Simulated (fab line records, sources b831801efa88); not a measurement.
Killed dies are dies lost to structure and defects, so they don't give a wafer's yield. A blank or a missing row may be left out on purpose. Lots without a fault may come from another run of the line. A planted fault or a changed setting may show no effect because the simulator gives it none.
Problem report in the 8D (eight disciplines) form, filled by code | flow gf180mcu | the parts of the form that need people (team, actions taken, sign-off) are left out

1. THE PROBLEM
CONTACT_CVD_00_THK at GF_CONTACT_THK_MEAS_01 reads a mean of 258 nm on 1 wafer of 1 lot; wafers without a fault read 303 nm with a standard deviation of 4.6. That is -9.8 standard deviations from the usual mean.
First seen on wafer L796.2, day 20 20:56, on film_metro-02. The record holds 39 wafers of 13 lots with a number at this step. Rule for "out", or "out of limits": more than 4 standard deviations from the usual mean. The other wafers with a number count as sound.

2. WHAT IT IS AND WHAT IT IS NOT
question                    | is                 | is not
which readings at this step | CONTACT_CVD_00_THK | -
which lots                  | L796               | L781, L782, L783, L785, L786, L787, L791, L792, L794, L795, L801, L803
which wafers of those lots  | L796.2             | L796.3, L796.4
read on which gauges        | film_metro-02      | film_metro-01, film_metro-04
when                        | from day 20 20:56  | up to then (32 sound wafers); but 6 sound wafers of L801, L803 came after

3. SUSPECTS, AND WHAT RULES EACH OUT
Counting: a tool at a process step up to the reading stays a suspect if it ran every lot that is out. Sound lots after the first of them don't rule it out here, since some wafers of a struck lot are sound.
- the gauge at GF_CONTACT_THK_MEAS_01: ruled out. All the wafers that are out were read on film_metro-02, but those of them that GF_CONTACT_CVD_00 has rows for are out there too, on other tools.
- pvd_sputter-01 at GF_SALICIDE_SPUTTER_02 (material Co, target thk 10 nm, time 20 s): kept. It ran the lot that is out, L796 (day 20 20:21); its last sound lot up to then is L791 (day 19 03:27).
- hdpcvd-01 at GF_CONTACT_CVD_00 (deposits SiO2, target thk 300 nm, time 50 s): kept. It ran the lot that is out, L796 (day 20 20:53); its last sound lot up to then is L795 (day 20 09:22). Its own readings are out on those wafers: sih4_flow_sccm.
- Within hdpcvd-01 at GF_CONTACT_CVD_00: the wafers that are out ran in chamber 2; their sound lot-mates ran in chamber 1.
Left after counting: pvd_sputter-01 at GF_SALICIDE_SPUTTER_02, hdpcvd-01 at GF_CONTACT_CVD_00.

4. THE CAUSE (what the simulator had put in)
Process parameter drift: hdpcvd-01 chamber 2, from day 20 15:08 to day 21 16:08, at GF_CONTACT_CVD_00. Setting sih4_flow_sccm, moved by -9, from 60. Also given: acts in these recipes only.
Counting left 2 suspects, and this tool is among them.

5. THE CHAIN OF EFFECTS, in route order
Each row: a reading whose mean over the struck wafers that have a number lies more than 3 standard deviations from the usual. Only readings for which the record gives a usual standard deviation are gone through. hours: the time from each lot's start at the first step in this table that gives one to its start at this step, as a median over the lots. sigmas: the change in usual standard deviations.
hours | step                   | reading            | usual      | on struck wafers | change | sigmas
0     | GF_CONTACT_CVD_00      | sih4_flow_sccm     | 60.00 sccm | 50.99            | -9.01  | -50
0     | GF_CONTACT_THK_MEAS_01 | CONTACT_CVD_00_THK | 303 nm     | 258              | -45    | -9.8
-     | GF_CONTACT_ETCH_17     | oes_product_au     | 0.816 a.u. | 0.787            | -0.029 | -5.9
The process steps in it:
- GF_CONTACT_CVD_00: deposits SiO2, target thk 300 nm, time 50 s.
- GF_CONTACT_ETCH_17: etches SiO2 in C4F8/O2/Ar, stops on CoSi2, target depth 860 nm.

6. WHAT WOULD HAVE CAUGHT IT SOONER
In this record the first reading out of limits at a measuring or inspecting step was taken at day 20 20:56, 6 hours after the fault began at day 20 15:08.
The tool's own readings at GF_CONTACT_CVD_00 were out on every struck wafer that the step has a row for (sih4_flow_sccm): an alarm limit on them would have fired on the first of those.
All the lots that are out (1) had begun GF_CONTACT_CVD_00 on hdpcvd-01 by day 20 20:56. A hold on the tool at that time would have spared none of them.
